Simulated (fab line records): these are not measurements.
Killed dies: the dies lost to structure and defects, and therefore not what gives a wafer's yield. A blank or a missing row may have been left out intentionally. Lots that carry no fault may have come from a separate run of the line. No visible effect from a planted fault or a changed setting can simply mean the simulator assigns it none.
Comparing a struck lot with a sound one ; flow sky130 ; 15 steps out of a route of 708
Sound: wafers L291.2, L291.3, L291.4. Struck: wafers L304.2, L304.3, L304.4. The cause is given at the end.
For every step that has rows: the tool of each side, followed by ch and its chambers, followed by its first start. Under that, the readings that differ: sound wafers ; struck wafers ; difference of the means ; sigmas: that difference in standard deviations of wafers without a fault.
alike: same words and numbers on both sides, and readings whose means sit less than 2 such deviations apart. not compared: any withheld reading, any reading some wafer has no value for, any bound like >300 that may hide the same value, and any number with overlapping values for which the record gives no deviation.
Wherever a step has rows on one side only, a row that says differs or no value, or a row with sigmas, the two part there. Numbers that don't overlap but have no deviation are shown without sigmas and don't part them. A reading that every wafer of one side lacks parts them only if that side has two wafers or more.

SKY_POLY_GATE_CD_MEAS_22:
  struck on cdSem-01, day 23 17:00; sound on cdSem-01, day 17 04:49
  alike: cdNm
then, 7 steps without rows for these wafers: SKY_LDD_N_DEHYDRATE_00 (time 60 s); SKY_LDD_N_HMDS_01 (prime time 60 s); SKY_LDD_N_COAT_02 (resist thk 300 nm); SKY_LDD_N_SOFTBAKE_03 (time 60 s); SKY_LDD_N_EXPOSE_04 (exposes mask NTM, target cd 840 nm); SKY_LDD_N_PEB_05; SKY_LDD_N_DEVELOP_06 (develop time 60 s).
SKY_LDD_N_OVL_MEAS_07:
  struck on overlay-01, day 25 00:12; sound on overlay-01, day 18 10:19
  alike: LDD_N_OVL
then, 3 steps without rows for these wafers: SKY_LDD_N_IMPLANT_08; SKY_LDD_N_IMPLANT_09; SKY_LDD_N_IMPLANT_10.
SKY_LDD_N_IMPLANT_11:
  sound on implanter-03 ch 0, day 18 10:49; struck on implanter-03 ch 0, day 25 00:43
reading;sound;struck;difference;sigmas
doseIonsCm2;7.494e+13 7.496e+13 7.49e+13;7.209e+13 7.192e+13 7.202e+13;-2.923e+12;-39
then, 1 step without rows for these wafers: SKY_LDD_N_IMPLANT_12.
-- the record jumps here: 25 days lie between the struck wafers' starts before and after (it left off in module LDD_N and takes up again in module PAD_OPEN, whose first step shown is number 708 of the route) --
SKY_PAD_OPEN_PROBE_99:
  struck on prober-02, day 50 11:25; sound on prober-01, day 46 07:37
reading;sound;struck;difference;sigmas
killed_at_M0_to_M3;38 27 42;61 47 45;+15;+2
  alike: killed_at_M4_up, killedAtContacts, killedAtFrontEnd, killedAtOther, killedDies, killedOpen, killedShort

## WHERE THEY PART
Earliest at SKY_LDD_N_IMPLANT_11; latest, in this record, at SKY_PAD_OPEN_PROBE_99.

WHY: what had been put in by the simulator
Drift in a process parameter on implanter-03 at SKY_LDD_N_IMPLANT_11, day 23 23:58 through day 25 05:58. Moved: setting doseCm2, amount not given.
